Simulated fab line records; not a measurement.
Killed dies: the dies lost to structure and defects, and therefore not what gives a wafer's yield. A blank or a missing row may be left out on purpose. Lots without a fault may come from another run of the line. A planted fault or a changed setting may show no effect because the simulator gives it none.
The same fault as seen by 2 desks	flow gf180mcu	what lay behind the numbers comes last; until then each desk has only its own

== THE TOOL OWNER'S DESK: hdpcvd-02 ==
The tool's own readings at GF_V4_CVD_00 (deposits SiO2, target thk 600 nm, time 100 s): means of the sampled wafers that have a number, for each lot that ran on this tool. A lot is out of limits, marked OUT, if its mean lies more than 4 standard deviations from the usual mean; the brackets give that distance.
Columns: A = pressure-mtorr at GF_V4_CVD_00, usual 5.999 mTorr; B = sih4-flow-sccm at GF_V4_CVD_00, usual 60.03 sccm
lot	first seen here	A	B
L692	day 23 07:42	5.997	59.92
L701	day 26 13:19	6.000	50.27 (-57) OUT
L702	day 26 18:32	5.996	49.89 (-60) OUT
L703	day 27 03:40	5.992	40.09 (-99 or more) OUT
L711	day 29 13:26	6.001	60.05
L712	day 29 22:43	5.999	60.00
L714	day 30 07:43	6.011	60.17
L715	day 30 10:46	5.996	60.04
This desk finds L701, L702, L703 out of limits, L701 being first, at day 26 13:19 (sih4-flow-sccm at GF_V4_CVD_00). L692, L711, L712, L714, L715 stayed within limits.

== FROM THE METROLOGY DESK ==
What the gauges read, lot by lot, whatever tool the lot ran on: means of the sampled wafers that have a number. A lot is out of limits, marked OUT, if its mean lies more than 4 standard deviations from the usual mean; the brackets give that distance.
Columns: A = V3_CVD_00_THK at GF_V3_THK_MEAS_01, usual 602 nm; B = V4_CVD_00_THK at GF_V4_THK_MEAS_01, usual 603 nm
lot	first seen here	A	B
L692	day 21 06:05	607	588
L693	day 21 14:05	597	598
L694	day 21 20:45	599	598
L700	day 24 03:04	601	605
L701	day 24 15:47	598	507 (-16) OUT
L702	day 24 21:35	601	509 (-15) OUT
L703	day 25 07:02	600	405 (-32) OUT
L710	day 27 13:31	602	602
L711	day 27 19:54	610	602
L712	day 28 06:09	598	600
L714	day 28 15:47	598	604
L715	day 28 19:07	597	603
Finding of this desk: L701, L702, L703 out of limits, first seen on L701 at day 26 13:23 (V4_CVD_00_THK at GF_V4_THK_MEAS_01). L692, L693, L694, L700, L710, L711, L712, L714, L715 stayed within limits.

== ALL TOGETHER ==
On L701, L702, L703, at day 26 13:19, an alarm was possible from the tool owner's desk.
An alarm was possible from the metrology desk at day 26 13:23, on L701, L702, L703.
GF_V4_CVD_00 was run on hdpcvd-02 by each of the lots named.

== WHAT THE SIMULATOR HAD PUT IN ==
hdpcvd-02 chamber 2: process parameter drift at GF_V4_CVD_00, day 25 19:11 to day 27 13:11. The setting sih4-flow-sccm was moved by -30, starting from 60. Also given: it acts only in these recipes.
Shown lots that were struck: L701, L702, L703.
Time in hours from fault onset to the first out-of-limits reading at each desk: tool owner's desk 18, metrology desk 18.
